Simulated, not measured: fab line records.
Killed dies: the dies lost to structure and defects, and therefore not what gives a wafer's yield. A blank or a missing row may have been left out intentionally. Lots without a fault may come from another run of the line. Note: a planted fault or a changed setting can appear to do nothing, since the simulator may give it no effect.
fab line records ; flow sky130
record: lots: 6; wafers: 18; last-day: 50
route steps=708 shown METAL2@497 VIA2@507 PAD_OPEN@708
lots that met no fault: taken from a fault-free run of the same line
start-h: the number of hours between the record's first day and the start of the first shown wafer of the lot ; wait-h: time in hours since the lot's previous step ; " as in the row above ; L1.1+2: a single row standing in for several wafers ; - no value present, or no start provided ; * or withheld: withheld ; < > ~ a bound
route shown NAME@n: a module of which the file shows steps, and the number in the route of the first ; usual: average and standard deviation across the fault-free wafers ; same: alike in all rows ; chamber/n: place in a boat ; sites: the reading at each site ; _std_site: how widely they spread, as a standard deviation ; _edge_site: mean of outer sites minus mean of inner sites ; radius-mm: how far each site lies from the wafer's centre ; mask NAME#n: copy n ; behind: the last tool/chamber to shape the wafer ; hold: why the lot went on hold/how many hours it stayed there/how the hold came to an end ; device: the transistor (n, p or np) that didn't switch ; end of line: the route-end tests of the same wafers ; for a step that has no rows: nothing shown but its recipe ; killed: dies lost to structure and defects at the first sort, not the wafer's yield ; map: dies across one wafer; x = killed, . = not, _ = none there
set.NAME: the setting that was run; set.NAME@STEP: the one run at that earlier step ; model.NAME: the simulator's own value behind a step, which no gauge read
lots seen at some steps along the route; tables by step, rows by wafer
services: when a tool's chamber went out of use (start-h, in hours from the record's first day, below 0 if earlier), for how many hours, and the reason
== steps ==
step: SKY_METAL2_DEVELOP_14
recipe: develop-time-s: 60; resist: KrF-thick; dev-temp-c: 21
step: SKY_METAL2_CD_MEAS_15
recipe: target-cd-nm: 140
usual: cd-nm: 140.3/1.9
lot.wafer;tool;chamber;start-h;wait-h;cd-nm
L533.1;cd-sem-02;-;833.41;-;143.3
L533.3;cd-sem-02;-;833.41;-;143.4
L533.6;cd-sem-02;-;833.41;-;142.6
L534.3;cd-sem-02;-;851.22;-;138.9
L534.5;cd-sem-02;-;851.22;-;139.6
L534.6;cd-sem-02;-;851.22;-;141.7
L535.1;cd-sem-02;-;853.26;-;140.9
L535.5;cd-sem-02;-;853.26;-;142.5
L535.6;cd-sem-02;-;853.26;-;140.1
L547.3;cd-sem-02;-;934.87;-;143.2
L547.4;cd-sem-02;-;934.87;-;143.1
L547.6;cd-sem-02;-;934.87;-;143.5
L548.2;cd-sem-01;-;943.18;-;141.2
L548.4;cd-sem-01;-;943.18;-;139.9
L548.5;cd-sem-01;-;943.18;-;140.8
L552.1;cd-sem-01;-;978.78;-;137.2
L552.3;cd-sem-01;-;978.78;-;136.9
L552.4;cd-sem-01;-;978.78;-;136.8
step: SKY_METAL2_OVL_MEAS_16
usual: METAL2_OVL: 0/4.8
lot.wafer;tool;chamber;start-h;wait-h;METAL2_OVL[nm]
L533.1;overlay-02;-;833.53;0.1;-8
L533.3;overlay-02;-;833.53;0.1;-7
L533.6;overlay-02;-;833.53;0.1;-5
L534.3;overlay-01;-;851.31;0.1;-6
L534.5;overlay-01;-;851.31;0.1;-2
L534.6;overlay-01;-;851.31;0.1;2
L535.1;overlay-01;-;853.38;0.1;-3
L535.5;overlay-01;-;853.38;0.1;2
L535.6;overlay-01;-;853.38;0.1;1
L547.3;overlay-02;-;934.96;0.1;1
L547.4;overlay-02;-;934.96;0.1;3
L547.6;overlay-02;-;934.96;0.1;0
L548.2;overlay-02;-;943.28;0.1;9
L548.4;overlay-02;-;943.28;0.1;12
L548.5;overlay-02;-;943.28;0.1;12
L552.1;overlay-01;-;978.90;0.1;-4
L552.3;overlay-01;-;978.90;0.1;-8
L552.4;overlay-01;-;978.90;0.1;-2
step: SKY_METAL2_DESCUM_17
recipe: chemistry: O2; source-power-w: 150; bias-power-w: 0; pressure-mtorr: 10; temp-c: 40; time-s: 8
usual: drypump-motor-current-A: 5.6/0.48; he-backside-leak-sccm: 3.4/0.34; oes-product-au: 0.996/0.011
same: bias-power-w: 0
lot.wafer;tool;chamber;start-h;wait-h;drypump-motor-current-A;he-backside-leak-sccm;oes-product-au;rf-hours-counter-h
L533.1;rie-metal-03;0;833.56;0.0;5.9;3.3;0.995;15
L533.3;rie-metal-03;1;833.56;0.0;5.0;3.6;0.984;-
L533.6;rie-metal-03;0;833.56;0.0;5.9;3.3;0.995;-
L534.3;rie-metal-01;0;851.35;0.0;5.7;3.4;0.997;-
L534.5;rie-metal-01;1;851.35;0.0;5.2;3.6;0.998;-
L534.6;rie-metal-01;0;851.35;0.0;5.7;3.4;0.996;-
L535.1;rie-metal-03;0;853.41;0.0;5.9;3.0;0.995;16
L535.5;rie-metal-03;0;853.41;0.0;5.9;3.0;1.000;-
L535.6;rie-metal-03;1;853.41;0.0;5.0;3.6;0.987;-
L547.3;rie-metal-01;1;935.00;0.0;5.2;3.5;0.997;-
L547.4;rie-metal-01;0;935.00;0.0;5.7;3.6;1.006;-
L547.6;rie-metal-01;0;935.00;0.0;5.7;3.6;0.992;-
L548.2;rie-metal-03;0;943.31;0.0;6.0;3.6;0.996;1
L548.4;rie-metal-03;0;943.31;0.0;6.0;3.3;0.990;-
L548.5;rie-metal-03;0;943.31;0.0;5.9;3.3;0.994;-
L552.1;rie-metal-02;1;978.94;0.0;6.3;3.2;1.013;17
L552.3;rie-metal-02;1;978.94;0.0;6.4;3.3;1.006;-
L552.4;rie-metal-02;0;978.94;0.0;5.2;3.1;0.979;-
step: SKY_METAL2_ETCH_18
recipe: chemistry: N2/H2; target: BARC; ion-energy-ev: 200; bias-w: 100; pressure-mtorr: 30; n2-flow-sccm: 100; h2-flow-sccm: 200; icp-w: 500; stop-on: SiO2; time-s: 45.9; target-depth-a: 600
usual: drypump-motor-current-A: 5.6/0.48; he-backside-leak-sccm: 3.4/0.31; oes-product-au: 0.855/0.0048; throttle-valve-pct: 13.224/0.0088
lot.wafer;tool;chamber;start-h;wait-h;drypump-motor-current-A;he-backside-leak-sccm;oes-product-au;rf-hours-counter-h;throttle-valve-pct
L533.1;rie-metal-03;0;833.59;0.0;5.9;3.2;0.857;15;13.227
L533.3;rie-metal-03;1;833.59;0.0;5.0;3.5;0.858;-;13.215
L533.6;rie-metal-03;0;833.59;0.0;6.0;3.3;0.854;-;13.214
L534.3;rie-metal-01;0;851.39;0.0;5.7;3.4;0.858;-;13.206
L534.5;rie-metal-01;1;851.39;0.0;5.2;3.4;0.853;-;13.218
L534.6;rie-metal-01;0;851.39;0.0;5.7;3.4;0.849;-;13.226
L535.1;rie-metal-03;0;853.44;0.0;6.0;3.2;0.860;16;13.208
L535.5;rie-metal-03;0;853.44;0.0;6.0;3.0;0.852;-;13.223
L535.6;rie-metal-03;1;853.44;0.0;5.0;3.6;0.846;-;13.227
L547.3;rie-metal-01;1;935.04;0.0;5.2;3.3;0.854;-;13.228
L547.4;rie-metal-01;0;935.04;0.0;5.7;3.3;0.858;-;13.208
L547.6;rie-metal-01;0;935.04;0.0;5.7;3.4;0.861;-;13.215
L548.2;rie-metal-03;0;943.34;0.0;6.0;3.6;0.859;1;13.228
L548.4;rie-metal-03;0;943.34;0.0;6.0;3.6;0.867;-;13.214
L548.5;rie-metal-03;0;943.34;0.0;6.0;3.4;0.855;-;13.225
L552.1;rie-metal-02;1;978.97;0.0;6.3;3.3;0.850;17;13.215
L552.3;rie-metal-02;1;978.97;0.0;6.3;3.1;0.855;-;13.217
L552.4;rie-metal-02;0;978.97;0.0;5.2;3.2;0.857;-;13.227
step: SKY_METAL2_METAL_ETCH_19
recipe: target-depth-a: 3600; stop-on: SiO2; over-etch-frac: 0.3; time-s: 78; chemistry: Cl2/BCl3; resist-sidewall-deg: 88; pressure-mtorr: 10; icp-w: 900; bias-w: 48.5; Cl2_flow_sccm: 60; bcl3-flow-sccm: 30
usual: drypump-motor-current-A: 5.6/0.48; he-backside-leak-sccm: 3.39/0.21; oes-product-au: 0.854/0.0067; throttle-valve-pct: 22.265/0.0097
lot.wafer;tool;chamber;start-h;wait-h;drypump-motor-current-A;he-backside-leak-sccm;oes-product-au;rf-hours-counter-h;throttle-valve-pct
L533.1;rie-metal-03;0;833.66;0.0;6.0;3.28;0.856;15;22.248
L533.3;rie-metal-03;1;833.66;0.0;5.0;3.52;0.857;-;22.263
L533.6;rie-metal-03;0;833.66;0.0;5.9;3.42;0.860;-;22.274
L534.3;rie-metal-01;0;851.46;0.1;5.7;3.60;0.858;-;22.257
L534.5;rie-metal-01;1;851.46;0.1;5.2;3.62;0.868;-;22.264
L534.6;rie-metal-01;0;851.46;0.1;5.7;3.42;0.863;-;22.265
L535.1;rie-metal-03;0;853.51;0.0;6.0;3.58;0.843;16;22.280
L535.5;rie-metal-03;0;853.51;0.0;6.0;3.25;0.849;-;22.261
L535.6;rie-metal-03;1;853.51;0.0;5.0;3.66;0.848;-;22.266
L547.3;rie-metal-01;1;935.11;0.1;5.2;3.48;0.862;-;22.277
L547.4;rie-metal-01;0;935.11;0.1;5.7;3.46;0.861;-;22.276
L547.6;rie-metal-01;0;935.11;0.1;5.7;3.43;0.854;-;22.266
L548.2;rie-metal-03;0;943.41;0.0;6.0;3.28;0.845;1;22.255
L548.4;rie-metal-03;0;943.41;0.0;6.0;3.35;0.855;-;22.262
L548.5;rie-metal-03;0;943.41;0.0;6.0;3.13;0.857;-;22.285
L552.1;rie-metal-02;1;979.03;0.0;6.3;3.22;0.858;17;22.263
L552.3;rie-metal-02;1;979.03;0.0;6.3;3.22;0.841;-;22.249
L552.4;rie-metal-02;0;979.03;0.0;5.3;3.06;0.855;-;22.270
step: SKY_METAL2_STRIP_20
recipe: chemistry: O2/N2; power-w: 1400; pressure-mtorr: 1500; platen-temp-c: withheld; o2-flow-sccm: 3000; n2-flow-sccm: 300; overash-fraction: 0.5
usual: drypump-motor-current-A: 5.35/0.19; oes-product-au: 0.345/0.0051; strip-time-to-endpoint-s: 2.72/0.055
lot.wafer;tool;chamber;start-h;wait-h;drypump-motor-current-A;oes-product-au;rf-hours-counter-h;strip-time-to-endpoint-s
L533.1;plasma-asher-01;0;833.75;0.1;5.24;0.345;39;2.73
L533.3;plasma-asher-01;1;833.75;0.1;5.29;0.344;-;2.78
L533.6;plasma-asher-01;1;833.75;0.1;5.32;0.345;-;2.72
L534.3;plasma-asher-01;0;851.56;0.1;5.26;0.336;-;2.68
L534.5;plasma-asher-01;0;851.56;0.1;5.27;0.348;-;2.74
L534.6;plasma-asher-01;1;851.56;0.1;5.32;0.341;-;2.68
L535.1;plasma-asher-04;0;853.60;0.1;5.23;0.342;97;2.70
L535.5;plasma-asher-04;0;853.60;0.1;5.22;0.340;-;2.71
L535.6;plasma-asher-04;1;853.60;0.1;5.19;0.345;-;2.79
L547.3;plasma-asher-02;0;935.21;0.1;5.70;0.357;-;2.68
L547.4;plasma-asher-02;1;935.21;0.1;5.40;0.351;-;2.67
L547.6;plasma-asher-02;0;935.21;0.1;5.70;0.339;-;2.67
L548.2;plasma-asher-02;0;943.50;0.1;5.72;0.355;20;2.73
L548.4;plasma-asher-02;0;943.50;0.1;5.71;0.345;-;2.73
L548.5;plasma-asher-02;0;943.50;0.1;5.71;0.344;-;2.70
L552.1;plasma-asher-04;0;979.12;0.1;5.20;0.338;109;2.61
L552.3;plasma-asher-04;0;979.12;0.1;5.22;0.337;-;2.61
L552.4;plasma-asher-04;1;979.12;0.1;5.25;0.342;-;2.74
step: SKY_METAL2_STRIP_21
recipe: chemistry: post-etch-residue-remover; time-s: 1200; temp-c: 72.5
step: SKY_METAL2_CLEAN_22
recipe: chemistry: IPA; time-s: 180; temp-c: 25
step: SKY_METAL2_CLEAN_23
recipe: chemistry: O3/DIW; dry: n2-spin
step: SKY_VIA2_HDPCVD_00
recipe: material: SiO2; target-thk-nm: 1180; sigma-open-frac: 0.3; time-s: 196.7; temp-c: 400; sih4-flow-sccm: 60; pressure-mtorr: 6
step: SKY_VIA2_THK_MEAS_01
recipe: reads: SiO2_of_VIA2_HDPCVD_00
usual: VIA2_HDPCVD_THK: 1176/14
lot.wafer;tool;chamber;start-h;wait-h;VIA2_HDPCVD_THK[nm]
L533.1;film-metro-01;-;834.51;0.1;1168
L533.3;film-metro-01;-;834.51;0.1;1155
L533.6;film-metro-01;-;834.51;0.1;1183
L534.3;film-metro-01;-;852.33;0.1;1187
L534.5;film-metro-01;-;852.33;0.1;1190
L534.6;film-metro-01;-;852.33;0.1;1167
L535.1;film-metro-03;-;854.72;0.1;1177
L535.5;film-metro-03;-;854.72;0.1;1189
L535.6;film-metro-03;-;854.72;0.1;1181
L547.3;film-metro-04;-;935.91;0.1;1160
L547.4;film-metro-04;-;935.91;0.1;1159
L547.6;film-metro-04;-;935.91;0.1;1158
L548.2;film-metro-03;-;944.23;0.1;1156
L548.4;film-metro-03;-;944.23;0.1;1196
L548.5;film-metro-03;-;944.23;0.1;1168
L552.1;film-metro-01;-;979.84;0.1;1167
L552.3;film-metro-01;-;979.84;0.1;1179
L552.4;film-metro-01;-;979.84;0.1;1167
step: SKY_VIA2_CMP_02
recipe: material: SiO2; down-force-psi: 4; platen-rpm: 60; pad-velocity-m-s: 0.94248
usual: edge-zone-pressure-frac: 0.999/0.0049; motor-current-A: 12.1/0.67; platen-rpm: 59.99/0.037; slurry-filter-dp-kPa: 13.51/0.15
lot.wafer;tool;chamber;start-h;wait-h;edge-zone-pressure-frac;motor-current-A;platen-rpm;slurry-filter-dp-kPa
L533.3;cmp-01;3;834.62;0.1;1.003;12.0;59.99;13.40
L533.1;cmp-01;0;834.62;0.1;0.994;13.1;59.95;13.56
L533.6;cmp-01;3;834.62;0.1;0.999;12.2;59.98;13.92
L534.3;cmp-02;0;852.42;0.1;0.994;13.6;59.99;13.45
L534.6;cmp-02;3;852.42;0.1;1.005;11.6;59.99;13.33
L534.5;cmp-02;0;852.42;0.1;1.000;12.9;60.01;13.62
L535.1;cmp-02;0;854.78;0.1;1.002;13.1;60.02;13.39
L535.5;cmp-02;0;854.78;0.1;1.001;11.9;60.00;13.39
L535.6;cmp-02;1;854.78;0.1;0.994;11.5;59.94;13.21
L547.3;cmp-01;3;936.00;0.1;0.998;12.3;53.99;13.37
L547.4;cmp-01;0;936.00;0.1;0.999;12.7;54.01;13.68
L547.6;cmp-01;3;936.00;0.1;1.000;12.4;54.05;13.53
L548.4;cmp-01;0;945.31;1.1;1.011;13.2;54.05;13.47
L548.2;cmp-01;1;945.31;1.1;1.001;12.4;53.95;13.28
L548.5;cmp-01;2;945.31;1.1;1.007;11.5;54.06;13.80
L552.3;cmp-02;2;979.90;0.0;0.992;11.4;60.05;13.41
L552.1;cmp-02;3;979.90;0.0;0.995;10.9;59.99;13.45
L552.4;cmp-02;0;979.90;0.0;0.991;12.7;59.96;13.29
step: SKY_VIA2_BOW_MEAS_03
recipe: mode: bow
usual: VIA2_BOW: 85/7.6
lot.wafer;tool;chamber;start-h;wait-h;VIA2_BOW[um]
L533.1;film-metro-01;-;834.87;0.1;87
L533.3;film-metro-01;-;834.87;0.1;76
L533.6;film-metro-01;-;834.87;0.1;79
L534.3;film-metro-03;-;852.71;0.2;78
L534.5;film-metro-03;-;852.71;0.2;69
L534.6;film-metro-03;-;852.71;0.2;88
L535.1;film-metro-03;-;855.08;0.2;74
L535.5;film-metro-03;-;855.08;0.2;77
L535.6;film-metro-03;-;855.08;0.2;70
L547.3;film-metro-04;-;936.29;0.2;90
L547.4;film-metro-04;-;936.29;0.2;100
L547.6;film-metro-04;-;936.29;0.2;81
L548.2;film-metro-03;-;945.53;0.1;87
L548.4;film-metro-03;-;945.53;0.1;74
L548.5;film-metro-03;-;945.53;0.1;78
L552.1;film-metro-01;-;980.20;0.2;86
L552.3;film-metro-01;-;980.20;0.2;83
L552.4;film-metro-01;-;980.20;0.2;84
step: SKY_PAD_OPEN_PROBE_99
usual: defect-limited-yield: 82.2/2; killed_at_M0_to_M3: 45/7.2; killed_at_M4_up: 3.0/1.8; killed-at-contacts: 25/6.1; killed-at-front-end: 14/4.4; killed-at-other: 0.2/0.44; killed-dies: 88/10; killed-open: 48/7.4; killed-short: 40/6.3; sort_bin_3_pad_short: 0.9/0.41; sort_bin_5_function: 10.6/1.5; sort_bin_6_memory: 6.4/1.2; sort-n-pass: 404/10; sort-yield-pct: 82.2/2
same: gross-dies: 492; killed-at-back-side: 0; sort_bin_4_leakage[%]: 0; sort_bin_8_speed[%]: 0
lot.wafer;tool;chamber;start-h;wait-h;defect-limited-yield[%];killed_at_M0_to_M3;killed_at_M4_up;killed-at-contacts;killed-at-front-end;killed-at-other;killed-dies;killed-open;killed-short;sort_bin_3_pad_short[%];sort_bin_5_function[%];sort_bin_6_memory[%];sort-n-pass;sort-yield-pct[%]
L533.1;prober-01;-;1088.32;0.1;81.9;58;3;21;7;0;89;46;43;1.0;10.8;6.3;403;81.9
L533.3;prober-01;-;1088.42;0.2;83.3;51;0;24;7;0;82;37;45;0.4;8.9;7.3;410;83.3
L533.6;prober-01;-;1088.57;0.2;79.3;56;6;26;12;2;102;50;52;1.8;10.8;8.1;390;79.3
L534.3;prober-02;-;1102.88;0.2;81.7;45;0;32;13;0;90;54;36;0.4;12.0;5.9;402;81.7
L534.5;prober-02;-;1102.98;0.2;84.3;46;3;19;9;0;77;41;36;0.2;10.4;5.1;415;84.3
L534.6;prober-02;-;1103.03;0.2;85.2;39;5;15;14;0;73;41;32;1.0;9.6;4.3;419;85.2
L547.3;prober-01;-;1167.50;0.2;82.9;40;1;29;14;0;84;45;39;1.0;11.2;4.9;408;82.9
L547.4;prober-01;-;1167.55;0.2;82.3;42;3;27;15;0;87;50;37;0.8;9.6;7.3;405;82.3
L547.6;prober-01;-;1167.65;0.2;82.9;51;0;20;13;0;84;45;39;1.4;10.4;5.3;408;82.9
L548.2;prober-01;-;1171.70;0.1;80.5;51;6;25;14;0;96;53;43;1.0;11.2;7.3;396;80.5
L548.4;prober-01;-;1171.80;0.2;83.7;43;2;24;11;0;80;48;32;0.8;10.6;4.9;412;83.7
L548.5;prober-01;-;1171.85;0.2;80.5;57;0;22;17;0;96;56;40;0.8;11.2;7.5;396;80.5
killed by level:class
L533.1 VIA1:geometric-particle:open=12 METAL2:geometric-particle:short=9 CONTACT:geometric-particle:open=8 VIA2:geometric-particle:open=8 VIA3:geometric-particle:open=7 VIA1:geometric-particle:short=6 VIA2:geometric-particle:short=6 LI_CONTACT:geometric-particle:open=4
L533.3 METAL2:geometric-particle:short=10 VIA1:geometric-particle:open=9 CONTACT:geometric-particle:open=8 LI_CONTACT:geometric-particle:open=7 VIA1:geometric-particle:short=7 METAL1:geometric-particle:short=6 VIA2:geometric-particle:open=5 CONTACT:geometric-particle:short=4
L533.6 VIA1:geometric-particle:open=14 VIA1:geometric-particle:short=10 CONTACT:geometric-particle:open=9 VIA3:geometric-particle:open=8 LOCAL_INTERCONNECT:geometric-particle:short=6 VIA2:geometric-particle:open=6 METAL1:geometric-particle:short=5 CONTACT:geometric-particle:short=5
L534.3 CONTACT:geometric-particle:open=14 VIA1:geometric-particle:open=11 VIA3:geometric-particle:open=10 LI_CONTACT:geometric-particle:open=9 VIA3:geometric-particle:short=6 METAL1:geometric-particle:short=4 FIELD_ISO:geometric-particle:open=3 FIELD_ISO:geometric-particle:short=3
L534.5 VIA1:geometric-particle:open=10 VIA3:geometric-particle:open=8 CONTACT:geometric-particle:open=6 METAL3:geometric-particle:short=5 LI_CONTACT:geometric-particle:open=5 VIA2:geometric-particle:open=5 CONTACT:geometric-particle:short=4 METAL1:geometric-particle:short=4
L534.6 VIA1:geometric-particle:open=10 VIA2:geometric-particle:open=9 METAL2:geometric-particle:short=5 LI_CONTACT:geometric-particle:open=4 METAL1:geometric-particle:short=4 FIELD_ISO:geometric-particle:open=3 LI_CONTACT:geometric-particle:short=3 LOCAL_INTERCONNECT:geometric-particle:short=3
L547.3 CONTACT:geometric-particle:open=12 METAL1:geometric-particle:short=8 VIA1:geometric-particle:open=8 LI_CONTACT:geometric-particle:open=6 VIA2:geometric-particle:open=6 CONTACT:geometric-particle:short=5 METAL2:geometric-particle:short=5 POLY_GATE:geometric-particle:short=4
L547.4 VIA1:geometric-particle:open=15 CONTACT:geometric-particle:open=10 VIA1:geometric-particle:short=7 CONTACT:geometric-particle:short=6 FIELD_ISO:geometric-particle:open=5 METAL1:geometric-particle:short=5 POLY_GATE:geometric-particle:short=4 LI_CONTACT:geometric-particle:open=4
L547.6 VIA1:geometric-particle:open=13 METAL1:geometric-particle:short=10 VIA3:geometric-particle:open=9 CONTACT:geometric-particle:short=6 VIA1:geometric-particle:short=6 FIELD_ISO:geometric-particle:short=5 POLY_GATE:geometric-particle:open=4 LOCAL_INTERCONNECT:geometric-particle:open=4
L548.2 VIA1:geometric-particle:open=12 CONTACT:geometric-particle:open=10 VIA1:geometric-particle:short=6 LOCAL_INTERCONNECT:geometric-particle:short=5 VIA2:geometric-particle:open=5 METAL1:geometric-particle:open=5 METAL2:geometric-particle:short=5 METAL3:geometric-particle:short=5
L548.4 VIA1:geometric-particle:open=11 CONTACT:geometric-particle:open=9 METAL2:geometric-particle:short=8 POLY_GATE:geometric-particle:open=5 CONTACT:geometric-particle:short=5 LI_CONTACT:geometric-particle:open=5 VIA2:geometric-particle:open=5 FIELD_ISO:geometric-particle:open=4
L548.5 VIA1:geometric-particle:open=12 CONTACT:geometric-particle:short=8 CONTACT:geometric-particle:open=7 VIA3:geometric-particle:open=7 VIA2:geometric-particle:open=7 VIA1:geometric-particle:short=6 VIA2:geometric-particle:short=6 FIELD_ISO:geometric-particle:open=5
== services ==
tool;chamber;start-h;hours;kind
plasma-asher-02;-;812.97;2.8;pm
cmp-02;-;828.17;1.4;repair
cmp-02;-;851.60;0.7;repair
cmp-02;-;858.47;3.0;repair
cmp-01;-;864.11;2.9;repair
rie-metal-03;1;886.46;3.0;repair
cmp-02;-;892.93;1.1;repair
cmp-01;-;904.66;3.7;repair
cmp-02;-;908.36;23.6;pm
rie-metal-01;0;911.18;-;clean
rie-metal-01;0;911.18;22.0;scheduled-down
rie-metal-01;0;911.18;22.0;vent-cycle
rie-metal-03;0;913.25;-;clean
rie-metal-03;0;913.25;17.9;scheduled-down
rie-metal-03;0;913.25;17.9;vent-cycle
rie-metal-01;-;918.38;0.2;repair
cmp-02;-;931.98;4.0;pm
cmp-02;-;933.40;19.3;repair
cmp-01;-;940.20;3.5;repair
cmp-02;-;943.21;4.9;repair
cmp-01;-;949.87;6.5;repair
plasma-asher-01;-;961.05;5.9;repair
cmp-02;-;971.95;1.8;repair
plasma-asher-01;-;975.02;0.5;repair
== key ==
first-sign: step: SKY_VIA2_CMP_02; reading: platen-rpm; direction: down; sigmas: 99+; usual: 59.99; struck: 54.02
effect none on later readings
met-at SKY_VIA2_CMP_02
struck-wafers L547.3,L547.4,L547.6,L548.2,L548.4,L548.5
onset-between 834.62 936.00
fault: kind: process-parameter-drift; tool: cmp-01; chamber: -; onset-h: 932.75; steps: SKY_VIA2_CMP_02; channel: platen-rpm; offset: -6; shape: step; end-h: 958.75; acts-in: these-recipes-only; stated: 60
